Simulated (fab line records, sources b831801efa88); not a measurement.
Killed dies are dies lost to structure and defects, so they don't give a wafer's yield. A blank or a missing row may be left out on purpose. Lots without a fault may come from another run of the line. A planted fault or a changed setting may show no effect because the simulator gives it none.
Which tool did it? | flow sky130 | 12 lots, 36 wafers sampled, at 3 steps of a route of 708

WHAT THE GAUGES READ, wafer by wafer
SKY_PASSIVATION_THK_MEAS_01.
lot  | measured     | on            | PASSIVATION_CVD_00_THK (nm)
L208 | day 44 23:53 | film_metro-04 | 88.7 89.3 90.8
L206 | day 45 06:34 | film_metro-04 | 88.9 89.9 89.4
L210 | day 45 07:14 | film_metro-01 | 89.2 88.6 91.8
L209 | day 45 06:56 | film_metro-04 | 90.9 90.3 91.1
L211 | day 45 15:08 | film_metro-01 | 90.2 90.5 90.9
L212 | day 45 19:47 | film_metro-03 | 89.4 88.7 88.9
L213 | day 46 00:02 | film_metro-01 | 89.2 87.6 90.9
L214 | day 46 01:50 | film_metro-04 | 88.7 93.4 90.7
L216 | day 46 09:37 | film_metro-03 | 89.2 90.9 90.7
L215 | day 46 10:02 | film_metro-03 | 88.5 88.9 89.5
L217 | day 47 01:05 | film_metro-01 | 87.2 87.8 90.6
L228 | day 49 10:24 | film_metro-03 | 89.5 92.2 90.5

WHICH TOOL RAN EACH LOT (tool, then ch and the chambers of the sampled wafers, then the start)
lot  | SKY_POLY_GATE_STRIP_18               | SKY_METAL5_SPUTTER_03
L208 | plasma_asher-02 ch 0,1, day 17 21:27 | pvd_sputter-03, day 44 00:47
L206 | plasma_asher-03 ch 0,1, day 17 21:47 | pvd_sputter-01, day 44 01:52
L210 | plasma_asher-04 ch 0,1, day 17 22:31 | pvd_sputter-01, day 44 04:43
L209 | plasma_asher-03 ch 0,1, day 17 23:41 | pvd_sputter-03, day 44 04:15
L211 | plasma_asher-02 ch 0,1, day 19 01:14 | pvd_sputter-01, day 44 19:24
L212 | plasma_asher-02 ch 0,1, day 19 04:14 | pvd_sputter-03, day 44 22:41
L213 | plasma_asher-02 ch 0,1, day 19 11:41 | pvd_sputter-02, day 45 02:08
L214 | plasma_asher-02 ch 1, day 19 17:17   | pvd_sputter-02, day 45 05:05
L216 | plasma_asher-04 ch 0,1, day 20 05:32 | pvd_sputter-03, day 45 10:57
L215 | plasma_asher-04 ch 0,1, day 20 07:41 | pvd_sputter-01, day 45 12:56
L217 | plasma_asher-04 ch 0,1, day 20 22:08 | pvd_sputter-03, day 46 02:18
L228 | plasma_asher-03 ch 0,1, day 24 16:41 | pvd_sputter-03, day 48 16:03
- SKY_POLY_GATE_STRIP_18: strips in O2/N2.
- SKY_METAL5_SPUTTER_03: material Ti, target thk 5 nm, time 3.3 s.

WHAT THE TOOLS THEMSELVES READ (means of the sampled wafers that have a number; where no wafer has one, the mark that the record gives instead)
SKY_POLY_GATE_STRIP_18.
lot  | tool            | drypump_motor_current_A (A) | oes_product_au (a.u.) | strip_time_to_endpoint_s (s)
L208 | plasma_asher-02 | 6.6                         | 0.364                 | 3.158
L206 | plasma_asher-03 | 5.5                         | 0.361                 | 3.139
L210 | plasma_asher-04 | 6.3                         | 0.358                 | 3.151
L209 | plasma_asher-03 | 5.5                         | 0.360                 | 3.164
L211 | plasma_asher-02 | 6.6                         | 0.356                 | 3.115
L212 | plasma_asher-02 | 6.6                         | 0.360                 | 3.155
L213 | plasma_asher-02 | 6.6                         | 0.363                 | 3.179
L214 | plasma_asher-02 | 6.8                         | 0.359                 | 3.181
L216 | plasma_asher-04 | 6.3                         | 0.359                 | 3.140
L215 | plasma_asher-04 | 6.0                         | 0.359                 | 3.152
L217 | plasma_asher-04 | 6.3                         | 0.358                 | 3.134
L228 | plasma_asher-03 | 5.6                         | 0.359                 | 3.138

SKY_METAL5_SPUTTER_03.
lot  | tool           | throttle_valve_pct (%)
L208 | pvd_sputter-03 | 29.9
L206 | pvd_sputter-01 | 30.3
L210 | pvd_sputter-01 | 30.4
L209 | pvd_sputter-03 | 30.4
L211 | pvd_sputter-01 | 30.5
L212 | pvd_sputter-03 | 30.3
L213 | pvd_sputter-02 | 29.9
L214 | pvd_sputter-02 | 30.4
L216 | pvd_sputter-03 | 29.4
L215 | pvd_sputter-01 | 30.4
L217 | pvd_sputter-03 | 30.1
L228 | pvd_sputter-03 | 31.1

THE ANSWER, worked out from the rows above alone
Rule: what is usual is taken from the lots themselves. Put in order of their means at a reading, lots are off if they are a third of the lots or fewer, leave a main group of 4 or more, and stand apart from it by a gap of 3 or more times the standard deviation of the main group's means; of several such gaps the widest counts. A main group whose means are all the same, to the digits that the tables above print for the reading, isn't used. A lot without any number at a reading at which 4 lots or more have one is off too. The other lots that the step has rows for count as sound. The gauges are gone through in route order, then the tools' own readings, and for those a lot's mean is taken as printed above. The first step at which some lot is off is used, and at that step the reading that is off furthest; a lot without a number counts as furthest.
No lot is off at any reading shown: from this, nothing can be told.

WHAT THE SIMULATOR HAD PUT IN
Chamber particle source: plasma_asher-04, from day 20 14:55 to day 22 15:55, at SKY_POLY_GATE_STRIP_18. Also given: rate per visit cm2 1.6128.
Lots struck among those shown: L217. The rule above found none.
